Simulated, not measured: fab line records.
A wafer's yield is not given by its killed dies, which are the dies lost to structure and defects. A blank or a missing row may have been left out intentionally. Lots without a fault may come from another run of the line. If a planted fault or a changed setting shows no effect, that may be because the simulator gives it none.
Which tool is to blame? | flow gf180mcu | 24 lots, 72 wafers sampled, at 5 steps of a route of 602

WHAT EACH GAUGE READ, for each wafer
GF_NSD_CD_MEAS_07 targets a cd of 400 nm. Usual: cd nm 399.6 nm, standard deviation 2.4.
lot  | measured     | on        | cd nm (nm)        | flag
L074 | day 13 05:19 | cd sem-02 | 400.7 399.8 401.5 |
L075 | day 13 12:40 | cd sem-02 | 400.3 396.7 399.3 |
L076 | day 14 05:38 | cd sem-01 | 395.9 400.0 396.2 |
L077 | day 14 14:20 | cd sem-02 | 398.0 396.7 397.4 |
L078 | day 14 17:52 | cd sem-02 | 398.0 398.3 396.8 |
L080 | day 15 12:41 | cd sem-02 | 399.9 398.6 400.6 |
L079 | day 15 15:24 | cd sem-02 | 397.5 396.1 397.0 |
L082 | day 16 02:45 | cd sem-02 | 399.1 398.6 400.0 |
L081 | day 16 02:59 | cd sem-01 | 403.8 403.1 402.7 |
L083 | day 16 05:52 | cd sem-01 | 401.2 401.3 400.9 |
L084 | day 16 22:34 | cd sem-01 | 394.9 398.9 398.1 |
L085 | day 17 02:37 | cd sem-02 | 397.7 400.3 400.0 |
L086 | day 17 13:44 | cd sem-02 | 394.6 396.7 396.7 |
L087 | day 17 17:23 | cd sem-02 | 402.3 403.3 402.1 |
L088 | day 18 03:02 | cd sem-01 | 399.9 400.3 398.5 |
L090 | day 18 12:47 | cd sem-02 | 401.4 402.6 402.6 |
L089 | day 18 14:07 | cd sem-01 | 403.0 399.9 401.1 |
L091 | day 19 02:17 | cd sem-01 | 399.5 400.1 401.7 |
L092 | day 19 07:40 | cd sem-02 | 398.6 399.4 398.7 |
L093 | day 19 19:30 | cd sem-02 | 399.7 400.1 400.9 |
L094 | day 20 01:45 | cd sem-01 | 402.7 403.4 399.3 |
L095 | day 20 11:54 | cd sem-01 | 402.2 402.5 401.4 |
L096 | day 20 23:05 | cd sem-02 | 397.4 395.9 396.6 |
L097 | day 21 01:38 | cd sem-02 | 401.2 403.7 403.1 |

GF_TOP_METAL_OVL_MEAS_15. Usual: for TOP_METAL_OVL the level is 0.5 nm and the standard deviation is 1.4.
lot  | measured     | on         | TOP_METAL_OVL (nm) | flag
L074 | day 27 20:49 | overlay-01 | -1.0 -0.1 0.3      |
L075 | day 28 06:32 | overlay-01 | 0.6 1.5 -0.3       |
L076 | day 28 22:08 | overlay-02 | 1.4 2.5 1.1        |
L077 | day 29 07:49 | overlay-02 | 1.2 0.1 -0.8       |
L078 | day 29 08:07 | overlay-01 | -2.4 -2.1 -0.4     |
L080 | day 29 23:45 | overlay-01 | 1.2 1.3 3.5        |
L079 | day 30 01:43 | overlay-01 | -2.5 -1.4 0.3      |
L082 | day 30 10:22 | overlay-01 | 1.1 1.4 0.7        |
L081 | day 30 11:25 | overlay-01 | -0.2 -2.7 -0.2     |
L083 | day 30 16:35 | overlay-01 | -1.5 3.2 1.5       |
L084 | day 31 05:46 | overlay-01 | -0.9 0.2 1.0       |
L085 | day 31 08:43 | overlay-02 | -0.9 0.6 -1.5      |
L086 | day 31 15:43 | overlay-01 | -2.3 1.9 0.3       |
L087 | day 31 19:25 | overlay-01 | 0.8 2.6 0.7        |
L088 | day 32 04:55 | overlay-01 | 2.5 1.5 4.5        |
L090 | day 32 08:37 | overlay-01 | 0.8 0.2 1.7        |
L089 | day 32 13:13 | overlay-02 | -0.3 1.3 -0.9      |
L091 | day 32 20:39 | overlay-01 | -1.2 -0.3 1.3      |
L092 | day 33 02:25 | overlay-01 | 0.6 0.0 1.2        |
L093 | day 33 07:43 | overlay-01 | 1.1 0.6 1.1        |
L094 | day 33 11:07 | overlay-01 | 3.2 2.5 0.8        |
L095 | day 33 20:33 | overlay-02 | 1.1 1.3 -0.4       |
L096 | day 34 02:01 | overlay-01 | 0.5 -1.0 -1.4      |
L097 | day 34 03:52 | overlay-01 | 0.1 1.1 -1.5       |

EACH LOT AND THE TOOL THAT RAN IT (in order: tool; ch and the chambers of the sampled wafers; start)
lot  | GF_V3_SPUTTER_21             | GF_M5_STRIP_11                       | GF_V5_CVD_23
L074 | pvd sputter-02, day 22 03:43 | plasma asher-04 ch 0,1, day 26 01:55 | cvd w-02 ch 0,1, day 27 00:52
L075 | pvd sputter-02, day 22 15:00 | plasma asher-03 ch 0,1, day 26 11:52 | cvd w-01 ch 0,1, day 27 10:22
L076 | pvd sputter-02, day 23 09:48 | plasma asher-04 ch 0,1, day 27 03:41 | cvd w-02 ch 0,1, day 28 01:55
L077 | pvd sputter-02, day 23 19:37 | plasma asher-04 ch 0, day 27 13:45   | cvd w-02 ch 1, day 28 11:05
L078 | pvd sputter-04, day 23 22:09 | plasma asher-04 ch 0,1, day 27 14:32 | cvd w-01 ch 0,1, day 28 12:02
L080 | pvd sputter-03, day 24 17:21 | plasma asher-03 ch 0,1, day 28 07:05 | cvd w-02 ch 0,1, day 29 04:52
L079 | pvd sputter-02, day 24 20:29 | plasma asher-02 ch 0,1, day 28 09:20 | cvd w-01 ch 0,1, day 29 06:27
L082 | pvd sputter-04, day 25 04:33 | plasma asher-04 ch 0,1, day 28 17:59 | cvd w-02 ch 0,1, day 29 14:53
L081 | pvd sputter-03, day 25 05:11 | plasma asher-02 ch 0,1, day 28 19:09 | cvd w-01 ch 0,1, day 29 15:42
L083 | pvd sputter-04, day 25 11:29 | plasma asher-02 ch 0,1, day 29 00:17 | cvd w-01 ch 0,1, day 29 21:04
L084 | pvd sputter-02, day 26 02:44 | plasma asher-02 ch 0,1, day 29 14:32 | cvd w-01 ch 0,1, day 30 11:02
L085 | pvd sputter-02, day 26 04:32 | plasma asher-03 ch 1, day 29 15:48   | cvd w-01 ch 1, day 30 13:14
L086 | pvd sputter-04, day 26 15:28 | plasma asher-04 ch 0,1, day 30 01:41 | cvd w-01 ch 0,1, day 30 22:05
L087 | pvd sputter-03, day 26 20:07 | plasma asher-02 ch 0,1, day 30 06:25 | cvd w-01 ch 0,1, day 31 01:55
L088 | pvd sputter-03, day 27 04:32 | plasma asher-03 ch 0,1, day 30 14:38 | cvd w-01 ch 0,1, day 31 11:01
L090 | pvd sputter-03, day 27 11:25 | plasma asher-04 ch 0,1, day 30 19:29 | cvd w-01 ch 0,1, day 31 15:03
L089 | pvd sputter-02, day 27 14:55 | plasma asher-02 ch 0,1, day 31 00:11 | cvd w-01 ch 0,1, day 31 19:12
L091 | pvd sputter-04, day 28 00:28 | plasma asher-02 ch 0,1, day 31 08:38 | cvd w-01 ch 1, day 32 03:41
L092 | pvd sputter-04, day 28 05:28 | plasma asher-04 ch 0,1, day 31 12:30 | cvd w-01 ch 0,1, day 32 07:40
L093 | pvd sputter-03, day 28 13:46 | plasma asher-02 ch 0,1, day 31 19:57 | cvd w-01 ch 0,1, day 32 14:44
L094 | pvd sputter-04, day 28 19:01 | plasma asher-03 ch 0,1, day 32 00:32 | cvd w-02 ch 0,1, day 32 18:47
L095 | pvd sputter-03, day 29 04:58 | plasma asher-04 ch 0,1, day 32 09:17 | cvd w-01 ch 0,1, day 33 04:04
L096 | pvd sputter-03, day 29 12:39 | plasma asher-04 ch 1, day 32 16:03   | cvd w-02 ch 1, day 33 09:46
L097 | pvd sputter-03, day 29 14:19 | plasma asher-04 ch 0,1, day 32 17:29 | cvd w-01 ch 0,1, day 33 11:37
- GF_V3_SPUTTER_21: material Ti, target thk 15 nm, time 80.02 s.
- GF_M5_STRIP_11: strips in O2/N2.
- GF_V5_CVD_23: deposits W, target thk 350 nm, time 104.9 s.

WHAT THE TOOLS THEMSELVES READ (means of the sampled wafers that have a number; where no wafer has one, the mark that the record gives instead)
GF_V3_SPUTTER_21. Usual: throttle valve pct 30.0 %, standard deviation 0.93.
lot  | tool           | throttle valve pct (%) | flag
L074 | pvd sputter-02 | 30.9                   |
L075 | pvd sputter-02 | 30.5                   |
L076 | pvd sputter-02 | 30.7                   |
L077 | pvd sputter-02 | 30.3                   |
L078 | pvd sputter-04 | 29.7                   |
L080 | pvd sputter-03 | 29.6                   |
L079 | pvd sputter-02 | 30.3                   |
L082 | pvd sputter-04 | 30.1                   |
L081 | pvd sputter-03 | 29.9                   |
L083 | pvd sputter-04 | 29.1                   |
L084 | pvd sputter-02 | 30.7                   |
L085 | pvd sputter-02 | 30.8                   |
L086 | pvd sputter-04 | 29.6                   |
L087 | pvd sputter-03 | 29.9                   |
L088 | pvd sputter-03 | 30.2                   |
L090 | pvd sputter-03 | 29.5                   |
L089 | pvd sputter-02 | 30.8                   |
L091 | pvd sputter-04 | 29.9                   |
L092 | pvd sputter-04 | 29.2                   |
L093 | pvd sputter-03 | 30.0                   |
L094 | pvd sputter-04 | 29.3                   |
L095 | pvd sputter-03 | 29.9                   |
L096 | pvd sputter-03 | 30.8                   |
L097 | pvd sputter-03 | 30.3                   |

GF_M5_STRIP_11. Usual: drypump motor current A 5.6 A, standard deviation 0.61; heater power w 339 W, standard deviation 27; oes product au 0.524 a.u., standard deviation 0.0057; platen temp c 249.99 C, standard deviation 0.21; strip time to endpoint s 7.05 s, standard deviation 0.074.
lot  | tool            | drypump motor current A (A) | heater power w (W) | oes product au (a.u.) | platen temp c (C) | strip time to endpoint s (s) | flag
L074 | plasma asher-04 | 5.9                         | 342                | 0.524                 | 250.27            | 7.10                         |
L075 | plasma asher-03 | 5.7                         | 361                | 0.521                 | 249.89            | 6.98                         |
L076 | plasma asher-04 | 5.9                         | 342                | 0.524                 | 249.86            | 7.03                         |
L077 | plasma asher-04 | 6.3                         | 331                | 0.524                 | 249.92            | 7.08                         |
L078 | plasma asher-04 | 5.9                         | 344                | 0.525                 | 250.09            | 7.11                         |
L080 | plasma asher-03 | 5.6                         | 363                | 0.524                 | 250.09            | 7.08                         |
L079 | plasma asher-02 | 5.8                         | 308                | 0.520                 | 250.21            | 6.92                         |
L082 | plasma asher-04 | 5.9                         | 342                | 0.525                 | 249.84            | 7.07                         |
L081 | plasma asher-02 | 5.8                         | 307                | 0.516                 | 249.84            | 6.99                         |
L083 | plasma asher-02 | 5.9                         | 310                | 0.520                 | 250.07            | 6.96                         |
L084 | plasma asher-02 | 5.4                         | 312                | 0.520                 | 249.82            | 6.94                         |
L085 | plasma asher-03 | 5.8                         | 362                | 0.522                 | 250.08            | 7.04                         |
L086 | plasma asher-04 | 5.9                         | 342                | 0.524                 | 249.97            | 7.05                         |
L087 | plasma asher-02 | 5.4                         | 307                | 0.521                 | 249.91            | 7.02                         |
L088 | plasma asher-03 | 5.5                         | 366                | 0.525                 | 249.71            | 7.10                         |
L090 | plasma asher-04 | 5.8                         | 342                | 0.525                 | 249.83            | 7.08                         |
L089 | plasma asher-02 | 5.4                         | 307                | 0.531                 | 250.14            | 7.12                         |
L091 | plasma asher-02 | 5.8                         | 303                | 0.525                 | 250.00            | 7.10                         |
L092 | plasma asher-04 | 5.9                         | 347                | 0.516                 | 249.92            | 6.99                         |
L093 | plasma asher-02 | 5.4                         | 312                | 0.524                 | 250.31            | 7.04                         |
L094 | plasma asher-03 | 5.7                         | 374                | 0.523                 | 250.08            | 7.04                         |
L095 | plasma asher-04 | 5.4                         | 353                | 0.522                 | 250.18            | 7.05                         |
L096 | plasma asher-04 | 5.0                         | 373                | 0.523                 | 250.06            | 7.01                         |
L097 | plasma asher-04 | 5.9                         | 345                | 0.527                 | 250.16            | 7.14                         |

GF_V5_CVD_23. Usual: heater power w 835 W, standard deviation 59.
lot  | tool     | heater power w (W) | flag
L074 | cvd w-02 | 895                |
L075 | cvd w-01 | 803                |
L076 | cvd w-02 | 895                |
L077 | cvd w-02 | 860                |
L078 | cvd w-01 | 819                |
L080 | cvd w-02 | 906                |
L079 | cvd w-01 | 811                |
L082 | cvd w-02 | 933                |
L081 | cvd w-01 | 806                |
L083 | cvd w-01 | 805                |
L084 | cvd w-01 | 794                |
L085 | cvd w-01 | 839                |
L086 | cvd w-01 | 801                |
L087 | cvd w-01 | 830                |
L088 | cvd w-01 | 828                |
L090 | cvd w-01 | 787                |
L089 | cvd w-01 | 814                |
L091 | cvd w-01 | 830                |
L092 | cvd w-01 | 811                |
L093 | cvd w-01 | 800                |
L094 | cvd w-02 | 927                |
L095 | cvd w-01 | 816                |
L096 | cvd w-02 | 871                |
L097 | cvd w-01 | 792                |

THE ANSWER, worked out from the rows above alone
Rule: lot off if the mean of its wafers having a number is beyond 3 standard deviations from the usual mean. A lot without any number at a reading at which 4 lots or more have one is off too. Where the step has rows for the other lots, those lots are counted as sound. Order of review: gauges by route order, followed by the tools' own readings, for which a lot's mean as printed above is used. At the first step where some lot is off, the reading lying furthest off is the one used; lots without a number count as furthest.
No lot is off on any of the readings shown, so nothing can be concluded from this.

WHAT HAD BEEN PUT IN BY THE SIMULATOR
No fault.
